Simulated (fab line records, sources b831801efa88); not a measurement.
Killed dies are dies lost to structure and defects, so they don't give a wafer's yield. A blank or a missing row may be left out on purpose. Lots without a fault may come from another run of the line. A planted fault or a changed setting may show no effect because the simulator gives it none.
A struck lot beside a sound one | flow gf180mcu | 15 steps out of a route of 602
Sound: wafers L470.1, L470.4, L470.5. Struck: wafers L484.2, L484.3, L484.6. The cause comes at the end.
At each step with rows: each side's tool, then ch and its chambers, then its first start. Under that, the readings that differ: sound wafers | struck wafers | difference of the means | sigmas: that difference in standard deviations of wafers without a fault.
alike: readings whose means differ by less than 2 such deviations, and words and numbers that are the same on both sides. not compared: withheld readings, readings that some wafer has no value for, bounds like >300 that may hide the same value, and numbers for which the record gives no deviation and whose values overlap.
The two part at a step that has a row with sigmas, a row that says differs or no value, or rows on one side only. Numbers that don't overlap but have no deviation are shown without sigmas and don't part them. A reading that every wafer of one side lacks parts them only if that side has two wafers or more.

GF_V1_OVL_MEAS_15:
  sound on overlay-01, day 19 04:13; struck on overlay-02, day 23 23:02
  alike: V1_OVL
then, 1 step without rows for these wafers: GF_V1_ETCH_16 (etches BARC in N2/H2).
GF_V1_ETCH_17: etches SiO2 in C4F8/O2/Ar, stops on TiN, target depth 630 nm.
  sound on rie_diel-04 ch 2,3; struck on rie_diel-04 ch 0,3
  alike: oes_product_au
GF_V1_STRIP_18: strips in O2/N2.
  sound on plasma_asher-01 ch 0,1, day 19 04:23; struck on plasma_asher-04 ch 0,1, day 23 23:11
  alike: drypump_motor_current_A, heater_power_w, oes_product_au
  not compared: rf_hours_counter_h
then, 4 steps without rows for these wafers: GF_V1_STRIP_19 (strips in post etch residue remover, time 1200 s); GF_V1_CLEAN_20 (cleans in DIW); GF_V1_SPUTTER_21 (material Ti, target thk 15 nm, time 80.02 s); GF_V1_SPUTTER_22 (material TiN, target thk 10 nm, time 40 s).
GF_V1_CVD_23: deposits W, target thk 350 nm, time 105.05 s.
  sound on cvd_w-02 ch 0,1, day 19 05:01; struck on cvd_w-02 ch 0,1, day 23 23:50
  alike: heater_power_w
GF_V1_RS_MEAS_24: measures by four-point-probe.
  sound on film_metro-02, day 19 05:08; struck on film_metro-02, day 23 23:58
  alike: V1_W_RS
GF_V1_THK_MEAS_25: measures by xrf.
  sound on film_metro-02, day 19 05:15; struck on film_metro-02, day 24 00:04
  alike: V1_W_THK
GF_V1_CMP_26: polishes, stops on SiO2, t overpolish 15 s, target thk 0 nm.
  sound on cmp-02 ch 0,1,2, day 19 05:19; struck on cmp-02 ch 0,2, day 24 00:07
  alike: motor_current_A, overpolish_run_s, time_to_endpoint_s
GF_M2_SPUTTER_00: material Ti, target thk 37.5 nm, time 150 s.
  sound on pvd_sputter-02, day 19 05:37; struck on pvd_sputter-02, day 24 00:25
  reading                               | sound                | struck               | difference | sigmas
  cathode_dc_power_W (W)                | 3999.6 3999.1 3998.8 | 4436.6 4435.5 4436.2 | +436.9     | +99 or more
  model.Ti_of_M2_SPUTTER_00.thk_nm (nm) | 37.13 37.09 36.99    | 41.8 41.36 41.37     | +4.4       |
  alike: throttle_valve_pct
GF_M2_SPUTTER_01: material TiN, target thk 30 nm, time 25 s.
  sound on pvd_sputter-02, day 19 05:43; struck on pvd_sputter-02, day 24 00:31
  alike: cathode_dc_power_W, throttle_valve_pct
then, 1 step without rows for these wafers: GF_PASSIVATION_PROBE_99.

WHERE THEY PART
Only at GF_M2_SPUTTER_00, within this record. Later steps at which nothing parts them and some readings are alike: GF_M2_SPUTTER_01.

WHY: what the simulator had put in
Process parameter drift: pvd_sputter-02, from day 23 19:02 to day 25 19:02, at GF_M2_SPUTTER_00. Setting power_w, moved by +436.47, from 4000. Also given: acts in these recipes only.
